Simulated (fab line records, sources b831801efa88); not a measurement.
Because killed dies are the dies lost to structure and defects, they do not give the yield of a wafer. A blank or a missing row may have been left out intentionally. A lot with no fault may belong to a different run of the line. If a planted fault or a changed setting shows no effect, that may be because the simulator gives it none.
Split-lot study / flow sky130 / 23 wafers read from 5 lots, route of 708 steps

== ON THE SPLIT ==
At SKY_LI_CONTACT_CVD_21 (deposits W, target thk 400 nm, time 120.56 s), the setting temp_c was moved away from the recipe's 400 C on 7 of the 23 wafers read, by -2.8% to +1.5%. For the rest of the wafers, this setting stayed at what the recipe calls for.

== BETWEEN THE SPLIT AND THE READING: the file shows 1 step in between ==
- SKY_LI_CONTACT_RS_MEAS_22: measures by four-point-probe

== THE READING ==
LI_CONTACT_W_THK, in nm, at SKY_LI_CONTACT_THK_MEAS_23 (measures by xrf). Typical for fault-free wafers on this fab line: 407 nm, with standard deviation 7.2 nm.

wafer=L075.1; tool, chamber at the split=cvd_w-02, 1; temp_c as run, C=400; against the recipe=recipe; LI_CONTACT_W_THK, nm=407; against lot-mates on the recipe=-
wafer=L075.2; tool, chamber at the split=cvd_w-02, 0; temp_c as run, C=400; against the recipe=recipe; LI_CONTACT_W_THK, nm=398; against lot-mates on the recipe=-
wafer=L075.4; tool, chamber at the split=cvd_w-02, 0; temp_c as run, C=400; against the recipe=recipe; LI_CONTACT_W_THK, nm=400; against lot-mates on the recipe=-
wafer=L075.5; tool, chamber at the split=cvd_w-02, 1; temp_c as run, C=394; against the recipe=-1.5%; LI_CONTACT_W_THK, nm=363; against lot-mates on the recipe=-39
wafer=L075.6; tool, chamber at the split=cvd_w-02, 0; temp_c as run, C=394; against the recipe=-1.5%; LI_CONTACT_W_THK, nm=359; against lot-mates on the recipe=-43
wafer=L076.2; tool, chamber at the split=cvd_w-01, 0; temp_c as run, C=400; against the recipe=recipe; LI_CONTACT_W_THK, nm=397; against lot-mates on the recipe=-
wafer=L076.5; tool, chamber at the split=cvd_w-01, 1; temp_c as run, C=400; against the recipe=recipe; LI_CONTACT_W_THK, nm=413; against lot-mates on the recipe=-
wafer=L076.6; tool, chamber at the split=cvd_w-01, 0; temp_c as run, C=400; against the recipe=recipe; LI_CONTACT_W_THK, nm=395; against lot-mates on the recipe=-
wafer=L081.1; tool, chamber at the split=cvd_w-02, 1; temp_c as run, C=400; against the recipe=recipe; LI_CONTACT_W_THK, nm=413; against lot-mates on the recipe=-
wafer=L081.2; tool, chamber at the split=cvd_w-02, 0; temp_c as run, C=400; against the recipe=recipe; LI_CONTACT_W_THK, nm=402; against lot-mates on the recipe=-
wafer=L081.3; tool, chamber at the split=cvd_w-02, 0; temp_c as run, C=400; against the recipe=recipe; LI_CONTACT_W_THK, nm=401; against lot-mates on the recipe=-
wafer=L081.4; tool, chamber at the split=cvd_w-02, 1; temp_c as run, C=400; against the recipe=recipe; LI_CONTACT_W_THK, nm=411; against lot-mates on the recipe=-
wafer=L081.5; tool, chamber at the split=cvd_w-02, 1; temp_c as run, C=400; against the recipe=recipe; LI_CONTACT_W_THK, nm=412; against lot-mates on the recipe=-
wafer=L083.1; tool, chamber at the split=cvd_w-02, 1; temp_c as run, C=388.6; against the recipe=-2.8%; LI_CONTACT_W_THK, nm=335; against lot-mates on the recipe=-74
wafer=L083.2; tool, chamber at the split=cvd_w-02, 0; temp_c as run, C=400; against the recipe=recipe; LI_CONTACT_W_THK, nm=409; against lot-mates on the recipe=-
wafer=L083.3; tool, chamber at the split=cvd_w-02, 1; temp_c as run, C=400; against the recipe=recipe; LI_CONTACT_W_THK, nm=408; against lot-mates on the recipe=-
wafer=L083.4; tool, chamber at the split=cvd_w-02, 0; temp_c as run, C=388.6; against the recipe=-2.8%; LI_CONTACT_W_THK, nm=327; against lot-mates on the recipe=-82
wafer=L083.6; tool, chamber at the split=cvd_w-02, 1; temp_c as run, C=388.6; against the recipe=-2.8%; LI_CONTACT_W_THK, nm=338; against lot-mates on the recipe=-70
wafer=L085.1; tool, chamber at the split=cvd_w-02, 1; temp_c as run, C=406.1; against the recipe=+1.5%; LI_CONTACT_W_THK, nm=461; against lot-mates on the recipe=+57
wafer=L085.3; tool, chamber at the split=cvd_w-02, 1; temp_c as run, C=400; against the recipe=recipe; LI_CONTACT_W_THK, nm=410; against lot-mates on the recipe=-
wafer=L085.4; tool, chamber at the split=cvd_w-02, 0; temp_c as run, C=406.1; against the recipe=+1.5%; LI_CONTACT_W_THK, nm=448; against lot-mates on the recipe=+44
wafer=L085.5; tool, chamber at the split=cvd_w-02, 0; temp_c as run, C=400; against the recipe=recipe; LI_CONTACT_W_THK, nm=401; against lot-mates on the recipe=-
wafer=L085.6; tool, chamber at the split=cvd_w-02, 1; temp_c as run, C=400; against the recipe=recipe; LI_CONTACT_W_THK, nm=402; against lot-mates on the recipe=-

FIT RESULTS
A straight line over all 23 wafers: LI_CONTACT_W_THK changes by +27 nm for each +1% of temp_c; r = +0.98; the points scatter about the line by 6.7 nm.
The same after taking each lot's own level away (the mean of its wafers on the recipe; 23 wafers): +27.7 nm for each +1%; r = +0.99; scatter 5.8 nm.
That fit puts the effect of the largest move of temp_c on the reading at 79 nm.
The span of the lots' own levels, 401.7 to 408.5 nm, comes to 0.9 times the standard deviation stated above.
The two slopes agree, so the slope changes little with the lot-to-lot level.
Check: with one of the wafers moved furthest among these (-2.8%) left out of the fit, the line predicts -79 nm for it against its lot-mates. It came out at -73.5 nm against them.

== THESE WAFERS: OTHER SPLITS ==
Note: prior to the reading, these wafers also went through further splits. Each is held against what the fit with the lots' levels taken away leaves over:
other split on the same wafers=SKY_POLY_CUT_COAT_02 resist_thk_nm; wafers away from the commonest value=7; r with LI_CONTACT_W_THK (lot level and that fit taken away)=+0.11
other split on the same wafers=SKY_POLY_CUT_ETCH_10 bias_w; wafers away from the commonest value=11; r with LI_CONTACT_W_THK (lot level and that fit taken away)=+0.09
other split on the same wafers=SKY_SD_P_DEVELOP_06 dev_temp_c; wafers away from the commonest value=10; r with LI_CONTACT_W_THK (lot level and that fit taken away)=-0.30
other split on the same wafers=SKY_SD_N_DEVELOP_06 dev_temp_c; wafers away from the commonest value=9; r with LI_CONTACT_W_THK (lot level and that fit taken away)=+0.01
other split on the same wafers=SKY_SD_N_IMPLANT_10 energy_kev; wafers away from the commonest value=10; r with LI_CONTACT_W_THK (lot level and that fit taken away)=+0.19
other split on the same wafers=SKY_LI_CONTACT_HDPCVD_00 time_s; wafers away from the commonest value=8; r with LI_CONTACT_W_THK (lot level and that fit taken away)=+0.29
other split on the same wafers=SKY_LI_CONTACT_EXPOSE_09 dose_mj; wafers away from the commonest value=10; r with LI_CONTACT_W_THK (lot level and that fit taken away)=-0.06

== THE WHOLE CHAIN: every reading that the file lists as answering this split, in the file's order ==
step=SKY_LI_CONTACT_CVD_21; what it does=deposits W, target thk 400 nm, time 120.56 s; reading=W_of_LI_CONTACT_CVD_21.thk_nm (the simulator's own value, which no gauge read); change (the file's fit)=+27.5 nm for each +1% of the setting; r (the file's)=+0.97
step=SKY_LI_CONTACT_RS_MEAS_22; what it does=measures by four-point-probe; reading=LI_CONTACT_W_RS; change (the file's fit)=-0.0219 for each +1% of the setting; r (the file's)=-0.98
step=SKY_LI_CONTACT_THK_MEAS_23; what it does=measures by xrf; reading=LI_CONTACT_W_THK; change (the file's fit)=+27.6 for each +1% of the setting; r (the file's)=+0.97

== THE FILE'S OWN FIT ==
LI_CONTACT_W_THK changes by +27.6 nm for each +1% of temp_c, r = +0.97.
